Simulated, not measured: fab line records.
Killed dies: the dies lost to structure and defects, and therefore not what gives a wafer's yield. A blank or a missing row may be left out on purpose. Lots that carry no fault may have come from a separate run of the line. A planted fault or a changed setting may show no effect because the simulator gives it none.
fab line records | flow gf180mcu
[record] lots = 13 | wafers = 39 | last_day = 34
route steps=602 shown STI@27 M3@412 V3@430
lots untouched by any fault: they come from a run of this same line in which no faults occurred
start_h: start of the lot's first displayed wafer, in hours after the record's first day | wait_h: hours elapsed since this lot's preceding step | " same as the row above | L1.1+2: one row covering several wafers at once | - no value, or no start was given | * or withheld: withheld | < > ~ a bound
route shown NAME@n: NAME is a module with steps in the file, n the number in the route of the first one | usual: average and standard deviation across the fault-free wafers | same: alike in all rows | chamber/n: place in a boat | sites: each site's reading | _std_site: the standard deviation of these | _edge_site: inner sites' mean taken away from outer sites' mean | radius_mm: for every site, how far away it sits from the centre of the wafer | mask NAME#n: copy n | behind: tool/chamber where the wafer was last shaped | hold: cause of the lot's hold/its duration in hours/its outcome | device: the transistor (n, p or np) that didn't switch | end of line: tests run on the same wafers once the route is complete | a step given without rows: its recipe and nothing more | killed: dies lost to structure and defects at the first sort, not the wafer's yield | map: the dies of a wafer, with x for killed, . for not killed, _ for no die there
set.NAME: the setting the step ran with; set.NAME@STEP: the setting that earlier step ran with | model.NAME: the simulator's own value behind a step, which no gauge read
a sample of lots followed through the steps of the route, with each step as a table and each wafer as a row
services: when a tool's chamber went out of use (start_h, in hours from the record's first day, below 0 if earlier), for how many hours, and the reason
[[steps]]
[step GF_STI_WET_ETCH_26]
[recipe] chemistry = dHF | target_depth_nm = 94 | target = SiO2 | temp_c = 25 | dilution = 10:1 | time_s = 188
[usual] bath_heat_duty_pct = 6.3/0.64 | temp_c = 24.97/0.097
lot.wafer | tool         | chamber | start_h | wait_h | bath_heat_duty_pct | temp_c
L273.2    | wet_bench-04 | 0       | 33.98   | 0.1    | 7.3                | 24.99
L273.3    | "            | 0       | "       | "      | 7.0                | 25.01
L273.6    | "            | 0       | "       | "      | 5.6                | 25.01
L274.2    | wet_bench-04 | 2       | 37.97   | 0.1    | 5.6                | 24.80
L274.3    | "            | 2       | "       | "      | 5.9                | 24.81
L274.5    | "            | 2       | "       | "      | 5.6                | 24.87
L277.3    | wet_bench-04 | 0       | 55.28   | 0.1    | 6.4                | 25.01
L277.5    | "            | 0       | "       | "      | 7.1                | 24.77
L277.6    | "            | 0       | "       | "      | 6.1                | 24.88
L278.4    | wet_bench-01 | 2       | 58.45   | 0.2    | 6.2                | 25.06
L278.5    | "            | 2       | "       | "      | 6.6                | 25.07
L278.6    | "            | 2       | "       | "      | 6.8                | 25.02
L279.1    | wet_bench-03 | 2       | 63.70   | 0.1    | 5.2                | 25.01
L279.2    | "            | 2       | "       | "      | 5.4                | 25.10
L279.3    | "            | 2       | "       | "      | 5.7                | 25.05
L280.2    | wet_bench-04 | 0       | 70.11   | 0.2    | 6.4                | 24.97
L280.3    | "            | 0       | "       | "      | 6.0                | 24.99
L280.6    | "            | 0       | "       | "      | 5.7                | 25.04
L284.1    | wet_bench-03 | 1       | 89.34   | 0.1    | 6.3                | 24.99
L284.2    | "            | 1       | "       | "      | 7.4                | 24.88
L284.3    | "            | 1       | "       | "      | 6.2                | 24.78
L288.1    | wet_bench-04 | 0       | 115.21  | 0.2    | 13.1               | 30.37
L288.2    | "            | 0       | "       | "      | 14.1               | 30.51
L288.3    | "            | 0       | "       | "      | 15.1               | 30.49
L291.2    | wet_bench-04 | 2       | 131.48  | 0.2    | 6.1                | 25.01
L291.3    | "            | 2       | "       | "      | 5.1                | 25.19
L291.6    | "            | 2       | "       | "      | 5.2                | 25.02
L292.1    | wet_bench-01 | 3       | 137.85  | 0.2    | 6.8                | 25.17
L292.3    | "            | 3       | "       | "      | 6.3                | 24.84
L292.5    | "            | 3       | "       | "      | 6.6                | 25.01
L293.1    | wet_bench-01 | 0       | 137.85  | 0.1    | 7.1                | 24.91
L293.3    | "            | 0       | "       | "      | 7.5                | 24.98
L293.5    | "            | 0       | "       | "      | 6.5                | 25.03
L294.1    | wet_bench-01 | 2       | 145.45  | 0.2    | 6.5                | 24.97
L294.3    | "            | 2       | "       | "      | 6.3                | 25.10
L294.5    | "            | 2       | "       | "      | 7.0                | 24.90
L295.2    | wet_bench-04 | 1       | 149.40  | 0.1    | 7.0                | 25.05
L295.3    | "            | 1       | "       | "      | 6.0                | 24.92
L295.5    | "            | 1       | "       | "      | 6.0                | 24.90
[step GF_M3_SPUTTER_03]
[recipe] material = Ti | target_thk_nm = 10 | substrate_temp_c = 300 | chamber_pressure_pa = 0.3 | power_w = 3000 | time_s = 6.7
[usual] cathode_dc_power_W = 3000.0/0.56 | throttle_valve_pct = 29.6/0.96
lot.wafer | tool           | chamber | start_h | wait_h | cathode_dc_power_W | throttle_valve_pct
L273.2    | pvd_sputter-02 | -       | 479.13  | 0.0    | 3000.5             | 30.5
L273.3    | "              | -       | "       | "      | 2999.7             | 29.6
L273.6    | "              | -       | "       | "      | 2999.9             | 28.7
L274.2    | pvd_sputter-02 | -       | 490.70  | 0.0    | 2999.3             | 28.5
L274.3    | "              | -       | "       | "      | 3000.8             | 30.9
L274.5    | "              | -       | "       | "      | 2999.9             | 31.5
L277.3    | pvd_sputter-02 | -       | 509.57  | 0.0    | 2998.7             | 31.5
L277.5    | "              | -       | "       | "      | 3000.2             | 28.4
L277.6    | "              | -       | "       | "      | 3000.5             | 30.8
L278.4    | pvd_sputter-02 | -       | 522.12  | 0.0    | 3000.3             | 30.6
L278.5    | "              | -       | "       | "      | 2999.0             | 31.4
L278.6    | "              | -       | "       | "      | 3000.5             | 29.3
L279.1    | pvd_sputter-02 | -       | 527.32  | 0.0    | 2999.6             | 28.4
L279.2    | "              | -       | "       | "      | 2999.6             | 31.5
L279.3    | "              | -       | "       | "      | 2999.8             | 29.3
L280.2    | pvd_sputter-03 | -       | 543.15  | 0.0    | 3000.4             | 30.0
L280.3    | "              | -       | "       | "      | 3000.8             | 28.7
L280.6    | "              | -       | "       | "      | 2999.3             | 29.5
L284.1    | pvd_sputter-03 | -       | 573.97  | 0.0    | 2999.0             | 29.6
L284.2    | "              | -       | "       | "      | 3000.3             | 28.4
L284.3    | "              | -       | "       | "      | 3000.0             | 29.9
L288.1    | pvd_sputter-02 | -       | 614.71  | 0.0    | 3000.8             | 31.5
L288.2    | "              | -       | "       | "      | 3000.7             | 28.6
L288.3    | "              | -       | "       | "      | 3000.0             | 29.4
L291.2    | pvd_sputter-03 | -       | 632.92  | 0.0    | 3000.1             | 29.9
L291.3    | "              | -       | "       | "      | 2998.9             | 29.8
L291.6    | "              | -       | "       | "      | 3001.1             | 29.9
L293.1    | pvd_sputter-03 | -       | 634.98  | 0.0    | 2999.1             | 28.3
L293.3    | "              | -       | "       | "      | 3000.8             | 29.9
L293.5    | "              | -       | "       | "      | 2999.0             | 28.6
L292.1    | pvd_sputter-02 | -       | 636.92  | 0.0    | 3000.0             | 29.3
L292.3    | "              | -       | "       | "      | 2999.9             | 30.6
L292.5    | "              | -       | "       | "      | 2999.6             | 28.2
L294.1    | pvd_sputter-03 | -       | 647.61  | 0.0    | 3000.2             | 30.1
L294.3    | "              | -       | "       | "      | 2999.7             | 28.5
L294.5    | "              | -       | "       | "      | 3000.5             | 29.7
L295.2    | pvd_sputter-02 | -       | 655.92  | 0.0    | 2999.3             | 29.2
L295.3    | "              | -       | "       | "      | 2999.7             | 30.7
L295.5    | "              | -       | "       | "      | 3000.1             | 28.6
[step GF_V3_THK_MEAS_01]
[recipe] reads = SiO2_of_V3_CVD_00
[usual] V3_CVD_00_THK = 598/6.2
lot.wafer | tool          | chamber | start_h | wait_h | V3_CVD_00_THK[nm]
L273.2    | film_metro-01 | -       | 509.73  | 0.0    | 610
L273.3    | "             | -       | "       | "      | 597
L273.6    | "             | -       | "       | "      | 602
L274.2    | film_metro-03 | -       | 514.72  | 0.0    | 598
L274.3    | "             | -       | "       | "      | 602
L274.5    | "             | -       | "       | "      | 598
L277.3    | film_metro-03 | -       | 532.90  | 0.1    | 594
L277.5    | "             | -       | "       | "      | 606
L277.6    | "             | -       | "       | "      | 597
L278.4    | film_metro-03 | -       | 546.11  | 0.0    | 607
L278.5    | "             | -       | "       | "      | 599
L278.6    | "             | -       | "       | "      | 599
L279.1    | film_metro-03 | -       | 550.63  | 0.0    | 598
L279.2    | "             | -       | "       | "      | 603
L279.3    | "             | -       | "       | "      | 601
L280.2    | film_metro-01 | -       | 566.34  | 0.0    | 592
L280.3    | "             | -       | "       | "      | 597
L280.6    | "             | -       | "       | "      | 590
L284.1    | film_metro-01 | -       | 596.26  | 0.0    | 603
L284.2    | "             | -       | "       | "      | 611
L284.3    | "             | -       | "       | "      | 612
L288.1    | film_metro-01 | -       | 636.62  | 0.0    | 605
L288.2    | "             | -       | "       | "      | 607
L288.3    | "             | -       | "       | "      | 593
L291.2    | film_metro-02 | -       | 654.04  | 0.0    | 579
L291.3    | "             | -       | "       | "      | 593
L291.6    | "             | -       | "       | "      | 590
L293.1    | film_metro-03 | -       | 656.51  | 0.0    | 587
L293.3    | "             | -       | "       | "      | 598
L293.5    | "             | -       | "       | "      | 605
L292.1    | film_metro-02 | -       | 657.44  | 0.0    | 592
L292.3    | "             | -       | "       | "      | 598
L292.5    | "             | -       | "       | "      | 604
L294.1    | film_metro-03 | -       | 667.54  | 0.0    | 604
L294.3    | "             | -       | "       | "      | 597
L294.5    | "             | -       | "       | "      | 599
L295.2    | film_metro-03 | -       | 675.85  | 0.0    | 580
L295.3    | "             | -       | "       | "      | 595
L295.5    | "             | -       | "       | "      | 584
[step GF_V3_OVL_MEAS_15]
[usual] V3_OVL = -3/5.1
lot.wafer | tool       | chamber | start_h | wait_h | V3_OVL[nm]
L273.2    | overlay-02 | -       | 532.78  | 0.1    | -2
L273.3    | "          | -       | "       | "      | -3
L273.6    | "          | -       | "       | "      | 3
L274.2    | overlay-02 | -       | 538.28  | 0.1    | -15
L274.3    | "          | -       | "       | "      | -8
L274.5    | "          | -       | "       | "      | -2
L277.3    | overlay-01 | -       | 556.02  | 0.1    | -3
L277.5    | "          | -       | "       | "      | -6
L277.6    | "          | -       | "       | "      | -5
L278.4    | overlay-01 | -       | 569.19  | 0.1    | -6
L278.5    | "          | -       | "       | "      | -4
L278.6    | "          | -       | "       | "      | -6
L279.1    | overlay-01 | -       | 573.37  | 0.1    | -7
L279.2    | "          | -       | "       | "      | -9
L279.3    | "          | -       | "       | "      | -10
L280.2    | overlay-02 | -       | 588.57  | 0.1    | -8
L280.3    | "          | -       | "       | "      | -2
L280.6    | "          | -       | "       | "      | -10
L284.1    | overlay-02 | -       | 617.12  | 0.1    | -7
L284.2    | "          | -       | "       | "      | -3
L284.3    | "          | -       | "       | "      | -11
L288.1    | overlay-01 | -       | 656.92  | 0.1    | -2
L288.2    | "          | -       | "       | "      | -5
L288.3    | "          | -       | "       | "      | 3
L291.2    | overlay-02 | -       | 673.67  | 0.1    | 1
L291.3    | "          | -       | "       | "      | 5
L291.6    | "          | -       | "       | "      | -4
L293.1    | overlay-01 | -       | 676.62  | 0.1    | 7
L293.3    | "          | -       | "       | "      | 8
L293.5    | "          | -       | "       | "      | 6
L292.1    | overlay-01 | -       | 677.37  | 0.1    | -1
L292.3    | "          | -       | "       | "      | -2
L292.5    | "          | -       | "       | "      | 3
L294.1    | overlay-01 | -       | 687.56  | 0.1    | -2
L294.3    | "          | -       | "       | "      | 9
L294.5    | "          | -       | "       | "      | -9
L295.2    | overlay-01 | -       | 695.23  | 0.1    | 3
L295.3    | "          | -       | "       | "      | 4
L295.5    | "          | -       | "       | "      | 4
[[services]]
tool           | chamber | start_h | hours | kind
pvd_sputter-03 | -       | 13.07   | 4.5   | repair
pvd_sputter-02 | -       | 29.28   | 5.6   | repair
wet_bench-01   | -       | 36.91   | 3.3   | repair
pvd_sputter-02 | -       | 83.15   | 3.3   | repair
pvd_sputter-03 | -       | 85.83   | 7.3   | repair
pvd_sputter-02 | -       | 91.41   | 0.6   | repair
wet_bench-03   | -       | 100.89  | 4.4   | pm
pvd_sputter-03 | -       | 101.87  | 9.4   | repair
wet_bench-03   | -       | 172.81  | 1.9   | pm
pvd_sputter-03 | -       | 199.76  | 1.9   | repair
pvd_sputter-03 | -       | 215.33  | 1.5   | repair
wet_bench-04   | -       | 275.33  | 2.4   | repair
pvd_sputter-03 | -       | 338.98  | 12.2  | repair
wet_bench-03   | -       | 345.73  | 3.0   | repair
pvd_sputter-02 | -       | 373.88  | 3.1   | repair
pvd_sputter-02 | -       | 373.91  | 8.9   | repair
pvd_sputter-03 | -       | 426.14  | 1.5   | repair
wet_bench-01   | -       | 507.74  | 47.3  | pm
pvd_sputter-02 | -       | 531.79  | 3.8   | repair
wet_bench-03   | -       | 537.66  | 35.4  | pm
pvd_sputter-03 | -       | 599.17  | 2.7   | repair
[[key]]
[first_sign] step = GF_STI_WET_ETCH_26 | reading = temp_c | direction = up | sigmas = 56 | usual = * | struck = *
[effect] step = GF_STI_WET_ETCH_26 | reading = bath_heat_duty_pct | direction = up | sigmas = 12 | usual = 6.3 | struck = 14.1
met_at GF_STI_WET_ETCH_26
struck_lots L288
struck_wafers L288.1,L288.2,L288.3
tester_left_out L288
not_acting_at GF_M3_SPUTTER_03,GF_V3_THK_MEAS_01,GF_V3_OVL_MEAS_15
onset_between 70.11 115.21
[fault] kind = process_parameter_drift | tool = wet_bench-04 | chamber = 0 | onset_h = 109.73 | steps = GF_STI_WET_ETCH_26 | channel = temp_c | offset = * | shape = step | end_h = 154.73 | acts_in = * | stated = *
// tester_left_out: of these lots the tester's yield and bins aren't shown, on N5 and GAA mostly nor the transistor test; their killed dies are dies lost to structure and defects alone, not to doping, threshold or leakage, so they don't give the yield
